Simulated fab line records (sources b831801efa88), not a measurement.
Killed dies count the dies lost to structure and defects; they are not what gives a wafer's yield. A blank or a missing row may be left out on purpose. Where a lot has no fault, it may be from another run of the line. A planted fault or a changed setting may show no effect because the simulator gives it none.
The tool behind it: which one? ; flow gf180mcu ; 12 lots with 36 wafers sampled at 5 steps, on a route of 602 steps

== WHAT THE GAUGES READ, wafer by wafer ==
GF_V5_THK_MEAS_03. Usual: V5_CVD_02_THK 1454 nm, standard deviation 19.
lot;measured;on;V5_CVD_02_THK (nm);flag
L606;day 27 10:33;filmMetro-02;1438 1441 1440;
L607;day 27 17:01;filmMetro-04;1435 1450 1456;
L609;day 28 05:21;filmMetro-01;1470 1508 1472;
L610;day 28 13:07;filmMetro-01;1421 1442 1478;
L616;day 30 10:02;filmMetro-04;1450 1444 1478;
L618;day 30 21:13;filmMetro-02;1441 1444 1463;
L619;day 31 03:13;filmMetro-02;1462 1493 1462;
L620;day 31 14:20;filmMetro-02;1466 1480 1508;
L621;day 31 15:53;filmMetro-04;1429 1448 1469;
L622;day 32 00:11;filmMetro-01;1448 1460 1479;
L625;day 32 12:52;filmMetro-02;1440 1439 1457;
L626;day 33 01:50;filmMetro-02;1435 1440 1440;

GF_PASSIVATION_BOW_MEAS_14. Usual: PASSIVATION_BOW 141 um, standard deviation 11.
lot;measured;on;PASSIVATION_BOW (um);flag
L606;day 30 01:40;filmMetro-03;149 154 150;
L607;day 30 09:32;filmMetro-01;141 137 139;
L609;day 30 19:13;filmMetro-01;138 132 142;
L610;day 31 01:47;filmMetro-02;139 150 144;
L616;day 32 18:28;filmMetro-01;123 134 128;
L618;day 33 04:56;filmMetro-02;146 149 161;
L619;day 33 09:43;filmMetro-03;125 130 123;
L620;day 33 20:23;filmMetro-02;210 207 219;OFF
L621;day 33 22:14;filmMetro-03;206 215 221;OFF
L622;day 34 04:34;filmMetro-01;212 210 215;OFF
L625;day 34 16:56;filmMetro-02;141 133 134;
L626;day 35 03:28;filmMetro-03;140 145 151;

== EACH LOT AND THE TOOL THAT RAN IT (in order: tool; ch and the chambers of the sampled wafers; start) ==
lot;GF_MIM_CVD_05;GF_MIM_SPUTTER_07;GF_PASSIVATION_ANNEAL_13
L606;pecvd-04 ch 1,2, day 25 14:45;pvdSputter-03, day 25 14:50;furnace-02 ch 0, day 30 00:10
L607;pecvd-02 ch 0,2, day 25 22:02;pvdSputter-03, day 25 22:08;furnace-01 ch 0, day 30 08:01
L609;pecvd-04 ch 0,1,2, day 26 11:13;pvdSputter-03, day 26 11:18;furnace-02 ch 0, day 30 17:41
L610;pecvd-04 ch 0,1,2, day 26 20:02;pvdSputter-03, day 26 20:08;furnace-01 ch 0, day 31 00:17
L616;pecvd-01 ch 0,2, day 28 17:59;pvdSputter-03, day 28 18:05;furnace-01 ch 0, day 32 16:58
L618;pecvd-04 ch 0,2, day 29 06:13;pvdSputter-04, day 29 06:20;furnace-01 ch 0, day 33 03:26
L619;pecvd-01 ch 0,1,2, day 29 12:34;pvdSputter-04, day 29 12:39;furnace-02 ch 0, day 33 08:10
L620;pecvd-04 ch 0,1,2, day 30 01:18;pvdSputter-04, day 30 01:23;furnace-01, day 33 18:53
L621;pecvd-04 ch 0,1, day 30 03:37;pvdSputter-04, day 30 03:42;furnace-02, day 33 20:43
L622;pecvd-04 ch 1,2, day 30 12:00;pvdSputter-04, day 30 12:05;furnace-01, day 34 03:04
L625;pecvd-04 ch 0,1, day 31 01:14;pvdSputter-04, day 31 01:20;furnace-02 ch 0, day 34 15:25
L626;pecvd-04 ch 0,1,2, day 31 14:47;pvdSputter-02, day 31 14:52;furnace-01 ch 0, day 35 01:58
- GF_MIM_CVD_05: deposits Si3N4, target thk 42 nm, time 29.086 s.
- GF_MIM_SPUTTER_07: material TiN, target thk 60 nm, time 50 s.
- GF_PASSIVATION_ANNEAL_13: time 1800 s.

== WHAT THE TOOLS THEMSELVES READ (means of the sampled wafers that have a number; where no wafer has one, the mark that the record gives instead) ==
GF_MIM_CVD_05. Usual: 634 W for heaterPowerW, sd 84.
lot;tool;heaterPowerW (W);flag
L606;pecvd-04;598;
L607;pecvd-02;768;
L609;pecvd-04;665;
L610;pecvd-04;655;
L616;pecvd-01;645;
L618;pecvd-04;638;
L619;pecvd-01;601;
L620;pecvd-04;638;
L621;pecvd-04;555;
L622;pecvd-04;625;
L625;pecvd-04;560;
L626;pecvd-04;618;

GF_MIM_SPUTTER_07. Usual: 29.9 % for throttleValvePct, sd 1.
lot;tool;throttleValvePct (%);flag
L606;pvdSputter-03;30.1;
L607;pvdSputter-03;30.8;
L609;pvdSputter-03;30.8;
L610;pvdSputter-03;29.7;
L616;pvdSputter-03;30.0;
L618;pvdSputter-04;30.2;
L619;pvdSputter-04;29.6;
L620;pvdSputter-04;29.9;
L621;pvdSputter-04;30.7;
L622;pvdSputter-04;29.8;
L625;pvdSputter-04;29.8;
L626;pvdSputter-02;30.0;

GF_PASSIVATION_ANNEAL_13. Usual: rampDownCPerMin 3.0000, standard deviation 0.00051; rampUpCPerMin 9.9998, standard deviation 0.0015; spikeTcCentreC 402.1 C, standard deviation 1.5; zonePowerLowerPct 4.57 %, standard deviation 0.26; zonePowerUpperPct 4.31 %, standard deviation 0.06.
lot;tool;rampDownCPerMin;rampUpCPerMin;spikeTcCentreC (C);zonePowerLowerPct (%);zonePowerUpperPct (%);flag
L606;furnace-02;2.9998;9.9989;400.4;4.89;4.32;
L607;furnace-01;2.9997;10.0000;402.3;4.28;4.36;
L609;furnace-02;3.0001;10.0000;400.8;4.86;4.22;
L610;furnace-01;3.0000;9.9990;403.5;4.30;4.37;
L616;furnace-01;3.0003;9.9999;403.1;4.38;4.36;
L618;furnace-01;3.0006;9.9994;403.1;4.35;4.34;
L619;furnace-02;3.0002;10.0001;400.8;4.83;4.24;
L620;furnace-01;-;-;-;-;-;OFF
L621;furnace-02;-;-;-;-;-;OFF
L622;furnace-01;-;-;-;-;-;OFF
L625;furnace-02;3.0004;9.9986;400.8;4.83;4.24;
L626;furnace-01;3.0004;10.0005;404.3;4.37;4.37;

== THE ANSWER, worked out from the rows above alone ==
Rule: a lot counts as off when the mean over its wafers that have a number is more than 3 standard deviations away from the usual mean. A lot without any number at a reading at which 4 lots or more have one is off too. The other lots that the step has rows for count as sound. The gauges are gone through in route order, then the tools' own readings, and for those a lot's mean is taken as printed above. At the first step where some lot is off, the reading lying furthest off is the one used; lots without a number count as furthest.
Off: L620, L621, L622, at GF_PASSIVATION_BOW_MEAS_14 (PASSIVATION_BOW).
A tool fits if, at a process step before that reading, it ran every lot that is off, and no sound lot after the first of them. Not tried: the gauges at GF_PASSIVATION_BOW_MEAS_14; whatever is off there is also off at GF_PASSIVATION_ANNEAL_13, on other tools, and gauge error can't account for it. Not one of the candidates tried fits.

== WHAT WAS PUT IN BY THE SIMULATOR ==
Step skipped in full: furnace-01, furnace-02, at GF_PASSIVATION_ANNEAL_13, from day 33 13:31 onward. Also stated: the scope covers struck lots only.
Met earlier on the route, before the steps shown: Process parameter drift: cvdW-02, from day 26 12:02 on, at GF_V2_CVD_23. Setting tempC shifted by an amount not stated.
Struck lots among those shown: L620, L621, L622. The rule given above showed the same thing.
